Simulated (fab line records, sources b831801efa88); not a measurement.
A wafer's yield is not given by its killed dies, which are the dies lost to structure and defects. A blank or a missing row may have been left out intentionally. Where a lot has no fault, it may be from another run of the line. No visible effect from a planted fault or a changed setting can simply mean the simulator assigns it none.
Chamber matching :: flow gf180mcu :: GF_PASSIVATION_CVD_02 on pecvd-04: 3 sister chambers
The step deposits Si3N4, target thk 700 nm, time 486.18 s. 6 wafers are shown with their chamber, then 9 later ones without.

WAFERS, EACH WITH ITS CHAMBER
wafer: L083.4
chamber: 1
heater power w (W): 621

wafer: L086.4
chamber: 0
heater power w (W): 823

wafer: L086.6
chamber: 1
heater power w (W): 662

wafer: L090.3
chamber: 2
heater power w (W): 736

wafer: L090.5
chamber: 2
heater power w (W): 773

wafer: L090.6
chamber: 0
heater power w (W): 827

WAFERS WHOSE CHAMBER IS MISSING
wafer: L092.1
heater power w (W): 825

wafer: L092.2
heater power w (W): 674

wafer: L092.3
heater power w (W): 785

wafer: L094.1
heater power w (W): 838

wafer: L094.2
heater power w (W): 790

wafer: L094.3
heater power w (W): 623

wafer: L096.1
heater power w (W): 839

wafer: L096.2
heater power w (W): 708

wafer: L096.3
heater power w (W): 688

EACH ONE'S CHAMBER
wafer: L092.1
from the rows above: 0
in truth: 0

wafer: L092.2
from the rows above: 1
in truth: 1

wafer: L092.3
from the rows above: can't be placed: 2 or 0
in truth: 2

wafer: L094.1
from the rows above: 0
in truth: 0

wafer: L094.2
from the rows above: can't be placed: 0 or 2
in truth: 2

wafer: L094.3
from the rows above: 1
in truth: 1

wafer: L096.1
from the rows above: 0
in truth: 0

wafer: L096.2
from the rows above: can't be placed: 2 or 1
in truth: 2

wafer: L096.3
from the rows above: can't be placed: 1 or 2
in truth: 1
5 of 9 placed correctly. Cannot be placed on the basis of these rows: 4; the candidates contain the true chamber in 4. 0 placed wrongly.
How it was worked out, from the rows above alone: a wafer's distance from a chamber is the root of the sum, over the readings, of the square of ((its reading less the chamber's mean) divided by the reading's scatter). If the next closest chamber is less than 2 further off than the closest, the wafer can't be placed; otherwise it belongs to the closest. For every chamber, the mean is computed from those of its wafers that are shown. How the scatter is found: for the shown wafers, subtract from each reading the mean of its chamber, square and add these, divide the total by (wafers less chambers), then take the root.
